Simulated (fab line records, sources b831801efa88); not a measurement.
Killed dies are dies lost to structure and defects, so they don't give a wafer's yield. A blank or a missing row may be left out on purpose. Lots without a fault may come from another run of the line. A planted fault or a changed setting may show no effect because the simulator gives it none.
Chamber matching | flow sky130 | SKY_VIA2_CMP_24 on cmp-01: 4 sister chambers
The step polishes, stops on SiO2, t overpolish 20 s, target thk 0 nm. 14 wafers are shown with their chamber, then 7 later ones without.

WAFERS WITH THEIR CHAMBER
wafer  | chamber | time_to_endpoint_s (s) | motor_current_A (A) | overpolish_run_s (s)
L709.1 | 1       | 103                    | 11.4                | 19.998
L709.4 | 0       | 95                     | 10.4                | 19.981
L709.5 | 3       | 101                    | 10.1                | 20.010
L712.1 | 2       | 100                    | 9.8                 | 20.006
L712.5 | 1       | 99                     | 11.0                | 19.992
L712.6 | 2       | 102                    | 10.2                | 19.992
L714.2 | 0       | 95                     | 10.1                | 19.992
L714.3 | 2       | 97                     | 10.9                | 20.008
L714.4 | 1       | 97                     | 11.1                | 19.995
L723.1 | 0       | 96                     | 10.5                | 19.990
L723.3 | 1       | 101                    | 11.0                | 19.994
L723.6 | 0       | 96                     | 10.2                | 20.009
L725.2 | 1       | 97                     | 10.7                | 19.992
L725.3 | 2       | 102                    | 10.8                | 19.996

SIGNATURES (means of the wafers above)
reading            | chamber 0 | chamber 1 | chamber 2 | chamber 3 | scatter within a chamber
time_to_endpoint_s | 95.50     | 99.40     | 100.25    | 101.00    | 2.12
motor_current_A    | 10.300    | 11.040    | 10.425    | 10.100    | 0.341
overpolish_run_s   | 19.99300  | 19.99420  | 20.00050  | 20.01000  | 0.00783
Rule: a wafer's distance from a chamber is the root of the sum, over the readings, of the square of ((its reading less the chamber's mean) divided by the reading's scatter). The wafer belongs to the nearest chamber; if the next one is less than 2 further off, it can't be placed. The scatter: the root of (the sum of the squares of (reading less its chamber's mean) over the shown wafers, divided by (wafers less chambers)).

WAFERS WITHOUT THEIR CHAMBER
wafer  | time_to_endpoint_s (s) | motor_current_A (A) | overpolish_run_s (s)
L725.4 | 102                    | 10.2                | 20.001
L729.4 | 107                    | 10.4                | 19.995
L729.5 | 105                    | 10.4                | 20.008
L729.6 | 107                    | 9.4                 | 20.004
L731.2 | 101                    | 10.5                | 19.988
L731.3 | 94                     | 11.0                | 20.004
L731.5 | 101                    | 10.4                | 19.997

WHICH CHAMBER EACH WENT THROUGH
wafer  | from the rows above               | in truth
L725.4 | can't be placed: 2 or 3 or 1      | 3
L729.4 | can't be placed: 2 or 3 or 1      | 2
L729.5 | can't be placed: 3 or 2 or 1      | 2
L729.6 | can't be placed: 3 or 2           | 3
L731.2 | can't be placed: 2 or 1 or 0 or 3 | 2
L731.3 | can't be placed: 0 or 1 or 2 or 3 | 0
L731.5 | can't be placed: 2 or 3 or 1      | 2
Placed correctly: 0 of 7. Can't be placed from these rows: 7 (the true chamber is among the candidates in 7). Placed wrongly: 0.
